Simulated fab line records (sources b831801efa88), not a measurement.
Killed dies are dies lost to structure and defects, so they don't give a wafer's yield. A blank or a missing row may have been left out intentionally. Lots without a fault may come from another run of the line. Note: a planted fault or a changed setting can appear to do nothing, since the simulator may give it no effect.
The tool behind it: which one? -- flow gf180mcu -- 24 lots with 72 wafers sampled at 6 steps, on a route of 602 steps

## WHAT EACH GAUGE READ, for each wafer
GF_V2_BOW_MEAS_05. Usual: for V2_BOW the level is 98 um and the standard deviation is 7.4.
lot,measured,on,V2_BOW (um),flag
L074,day 19 02:56,film_metro-02,97 96 96,
L075,day 19 14:37,film_metro-03,91 101 87,
L076,day 19 18:38,film_metro-02,98 100 84,
L077,day 19 22:47,film_metro-04,98 83 98,
L078,day 21 00:29,film_metro-02,107 106 110,
L079,day 21 00:47,film_metro-04,92 93 89,
L080,day 21 10:08,film_metro-03,111 103 108,
L081,day 21 21:37,film_metro-02,103 108 112,
L082,day 22 09:03,film_metro-04,91 97 102,
L083,day 22 15:36,film_metro-04,94 102 88,
L084,day 23 06:00,film_metro-04,95 97 81,
L085,day 23 16:50,film_metro-04,115 108 106,
L086,day 23 17:29,film_metro-03,101 101 99,
L087,day 24 00:44,film_metro-02,100 97 97,
L088,day 24 10:47,film_metro-02,89 90 97,
L089,day 24 21:27,film_metro-02,101 100 99,
L090,day 25 06:12,film_metro-04,103 94 98,
L091,day 25 09:47,film_metro-02,98 83 94,
L092,day 25 17:58,film_metro-04,93 99 90,
L093,day 25 22:21,film_metro-03,91 98 104,
L094,day 26 06:50,film_metro-04,112 96 86,
L095,day 26 11:26,film_metro-02,94 91 92,
L096,day 26 18:04,film_metro-04,96 101 99,
L097,day 27 02:14,film_metro-03,97 111 106,

GF_V2_OVL_MEAS_15. Usual: for V2_OVL the level is 4 nm and the standard deviation is 4.5.
lot,measured,on,V2_OVL (nm),flag
L074,day 20 03:15,overlay-01,8 -5 -1,
L075,day 20 14:55,overlay-01,4 1 6,
L076,day 20 18:52,overlay-02,12 6 9,
L077,day 20 22:55,overlay-02,-1 5 2,
L078,day 22 00:17,overlay-01,3 -5 -3,
L079,day 22 00:44,overlay-02,2 4 4,
L080,day 22 10:14,overlay-02,10 1 13,
L081,day 22 21:33,overlay-01,7 1 1,
L082,day 23 08:46,overlay-02,-3 -1 -6,
L083,day 23 14:28,overlay-01,1 0 2,
L084,day 24 04:47,overlay-01,1 7 5,
L085,day 24 15:11,overlay-01,3 3 7,
L086,day 24 16:12,overlay-01,6 9 9,
L087,day 24 23:05,overlay-02,2 4 -1,
L088,day 25 08:17,overlay-02,0 3 0,
L089,day 25 18:13,overlay-02,8 7 6,
L090,day 26 03:14,overlay-01,8 2 9,
L091,day 26 07:08,overlay-02,1 6 7,
L092,day 26 15:05,overlay-01,-1 1 6,
L093,day 26 18:58,overlay-02,9 5 10,
L094,day 27 03:38,overlay-01,8 4 4,
L095,day 27 08:34,overlay-02,3 8 5,
L096,day 27 14:38,overlay-02,8 2 4,
L097,day 27 22:26,overlay-02,-4 -3 -8,

GF_V2_RS_MEAS_24: the measuring method here is four-point-probe. Usual: for V2_W_RS the level is 0.3289 ohm/sq and the standard deviation is 0.0027.
lot,measured,on,V2_W_RS (ohm/sq),flag
L074,day 20 04:13,film_metro-02,0.3311 0.3287 0.3301,
L075,day 20 15:50,film_metro-02,0.3261 0.3262 0.3232,
L076,day 20 19:46,film_metro-03,0.3300 0.3308 0.3309,
L077,day 20 23:50,film_metro-04,0.3254 0.3286 0.3281,
L078,day 22 01:13,film_metro-04,0.3277 0.3303 0.3279,
L079,day 22 01:38,film_metro-04,0.3312 0.3324 0.3340,
L080,day 22 11:08,film_metro-04,0.3249 0.3258 0.3279,
L081,day 22 22:30,film_metro-03,0.3256 0.3316 0.3324,
L082,day 23 09:43,film_metro-03,0.3301 0.3295 0.3335,
L083,day 23 15:25,film_metro-04,0.3336 0.3309 0.3282,
L084,day 24 05:43,film_metro-02,0.3272 0.3230 0.3249,
L085,day 24 16:08,film_metro-04,0.3284 0.3289 0.3257,
L086,day 24 17:09,film_metro-02,0.3260 0.3308 0.3285,
L087,day 25 00:02,film_metro-02,0.3261 0.3266 0.3281,
L088,day 25 09:12,film_metro-04,0.3266 0.3286 0.3256,
L089,day 25 19:10,film_metro-03,0.3309 0.3292 0.3311,
L090,day 26 04:08,film_metro-02,0.3305 0.3299 0.3282,
L091,day 26 08:02,film_metro-02,0.3288 0.3318 0.3311,
L092,day 26 16:02,film_metro-02,0.3268 0.3271 0.3278,
L093,day 26 19:53,film_metro-04,0.3254 0.3301 0.3297,
L094,day 27 04:33,film_metro-04,0.3341 0.3310 0.3315,
L095,day 27 09:29,film_metro-04,0.3267 0.3264 0.3276,
L096,day 27 15:35,film_metro-04,0.3307 0.3303 0.3333,
L097,day 27 23:26,film_metro-02,0.3263 0.3284 0.3274,

GF_M3_CD_MEAS_14: target cd 280 nm. Usual: cd_nm reads 279.9 nm (standard deviation 1.3).
lot,measured,on,cd_nm (nm),flag
L074,day 21 05:49,cd_sem-02,279.0 277.6 279.4,
L075,day 21 16:55,cd_sem-02,278.9 279.0 280.5,
L076,day 21 20:34,cd_sem-02,280.0 276.9 278.3,
L077,day 22 00:32,cd_sem-01,282.0 280.7 280.8,
L078,day 23 01:20,cd_sem-02,280.3 279.3 280.2,
L079,day 23 01:37,cd_sem-02,279.2 280.0 281.5,
L080,day 23 11:25,cd_sem-01,279.8 279.5 278.9,
L081,day 23 21:52,cd_sem-02,279.5 279.7 279.5,
L082,day 24 09:04,cd_sem-02,281.7 279.6 281.5,
L083,day 24 14:52,cd_sem-01,280.3 279.7 279.9,
L084,day 25 05:08,cd_sem-02,278.5 277.8 277.5,
L085,day 25 14:38,cd_sem-02,281.3 280.0 282.1,
L086,day 25 15:55,cd_sem-01,281.7 282.0 281.8,
L087,day 25 22:07,cd_sem-02,280.4 279.2 278.7,
L088,day 26 06:50,cd_sem-01,279.2 278.8 278.9,
L089,day 26 16:21,cd_sem-02,279.4 278.4 280.5,
L090,day 27 01:07,cd_sem-01,280.5 279.6 281.0,
L091,day 27 05:14,cd_sem-01,281.3 281.3 281.3,
L092,day 27 12:34,cd_sem-02,278.5 279.5 277.2,
L093,day 27 16:41,cd_sem-02,278.6 278.2 279.5,
L094,day 28 00:19,cd_sem-02,279.5 279.5 278.6,
L095,day 28 06:02,cd_sem-02,281.4 281.1 281.5,
L096,day 28 12:19,cd_sem-02,280.7 280.1 279.5,
L097,day 28 18:53,cd_sem-02,283.0 282.4 283.6,

GF_V5_THK_MEAS_25: measures by xrf. Usual: for V5_W_THK the level is 352 nm and the standard deviation is 4.8.
lot,measured,on,V5_W_THK (nm),flag
L074,day 27 04:23,film_metro-01,353 353 349,
L075,day 27 13:38,film_metro-01,350 352 354,
L076,day 27 16:50,film_metro-02,358 354 355,
L077,day 27 20:44,film_metro-02,358 359 355,
L078,day 28 17:13,film_metro-01,348 347 351,
L079,day 28 17:32,film_metro-01,348 352 350,
L080,day 28 23:18,film_metro-02,359 356 356,
L081,day 29 09:36,film_metro-02,350 350 342,
L082,day 29 19:36,film_metro-01,354 354 358,
L083,day 30 00:59,film_metro-01,351 351 345,
L084,day 30 12:10,film_metro-01,350 348 350,
L085,day 30 19:22,film_metro-01,358 357 353,
L086,day 30 21:18,film_metro-04,348 353 349,
L087,day 31 03:35,film_metro-02,355 357 354,
L088,day 31 11:36,film_metro-01,365 366 364,
L089,day 31 18:07,film_metro-04,349 354 353,
L090,day 32 01:50,film_metro-01,357 354 356,
L091,day 32 06:19,film_metro-01,354 358 355,
L092,day 32 11:05,film_metro-02,355 350 351,
L093,day 32 15:27,film_metro-04,345 347 350,
L094,day 32 21:46,film_metro-02,351 352 344,
L095,day 33 01:33,film_metro-01,346 348 346,
L096,day 33 07:35,film_metro-01,356 351 351,
L097,day 33 12:19,film_metro-04,345 342 348,

## TOOL THAT RAN EACH LOT (tool first, then ch and the chambers of the sampled wafers, then the start)
lot,GF_M3_SPUTTER_02
L074,"pvd_sputter-01, day 20 04:46"
L075,"pvd_sputter-01, day 20 16:26"
L076,"pvd_sputter-02, day 20 20:24"
L077,"pvd_sputter-01, day 21 00:26"
L078,"pvd_sputter-03, day 22 01:49"
L079,"pvd_sputter-01, day 22 02:25"
L080,"pvd_sputter-02, day 22 11:45"
L081,"pvd_sputter-02, day 22 23:07"
L082,"pvd_sputter-03, day 23 10:17"
L083,"pvd_sputter-01, day 23 15:59"
L084,"pvd_sputter-02, day 24 06:19"
L085,"pvd_sputter-03, day 24 16:44"
L086,"pvd_sputter-01, day 24 17:46"
L087,"pvd_sputter-01, day 25 00:36"
L088,"pvd_sputter-02, day 25 09:49"
L089,"pvd_sputter-02, day 25 19:46"
L090,"pvd_sputter-01, day 26 04:45"
L091,"pvd_sputter-01, day 26 08:39"
L092,"pvd_sputter-03, day 26 16:39"
L093,"pvd_sputter-02, day 26 20:29"
L094,"pvd_sputter-02, day 27 05:10"
L095,"pvd_sputter-03, day 27 10:05"
L096,"pvd_sputter-02, day 27 16:12"
L097,"pvd_sputter-02, day 27 23:59"
- GF_M3_SPUTTER_02: material AlCu, target thk 450 nm, time 23.9 s.

## WHAT THE TOOLS THEMSELVES READ (means of the sampled wafers that have a number; where no wafer has one, the mark that the record gives instead)
GF_M3_SPUTTER_02. Usual: throttle_valve_pct reads 30.3 % (standard deviation 1).
lot,tool,throttle_valve_pct (%),flag
L074,pvd_sputter-01,30.2,
L075,pvd_sputter-01,30.3,
L076,pvd_sputter-02,30.1,
L077,pvd_sputter-01,30.3,
L078,pvd_sputter-03,30.2,
L079,pvd_sputter-01,30.5,
L080,pvd_sputter-02,28.7,
L081,pvd_sputter-02,29.4,
L082,pvd_sputter-03,30.5,
L083,pvd_sputter-01,31.2,
L084,pvd_sputter-02,30.9,
L085,pvd_sputter-03,30.6,
L086,pvd_sputter-01,30.1,
L087,pvd_sputter-01,30.0,
L088,pvd_sputter-02,29.6,
L089,pvd_sputter-02,30.4,
L090,pvd_sputter-01,30.2,
L091,pvd_sputter-01,29.4,
L092,pvd_sputter-03,30.4,
L093,pvd_sputter-02,30.7,
L094,pvd_sputter-02,29.8,
L095,pvd_sputter-03,30.5,
L096,pvd_sputter-02,31.1,
L097,pvd_sputter-02,30.3,

## THE ANSWER, worked out from the rows above alone
Rule: lot off if the mean of its wafers having a number is beyond 3 standard deviations from the usual mean. A lot without any number at a reading at which 4 lots or more have one is off too. Any other lot the step has rows for is counted as sound. The gauges are gone through in route order, then the tools' own readings, and for those a lot's mean is taken as printed above. The first step at which some lot is off is used, and at that step the reading that is off furthest; a lot without a number counts as furthest.
Nothing can be told from this: no lot is off at any reading shown.

## WHAT THE SIMULATOR HAD INSERTED
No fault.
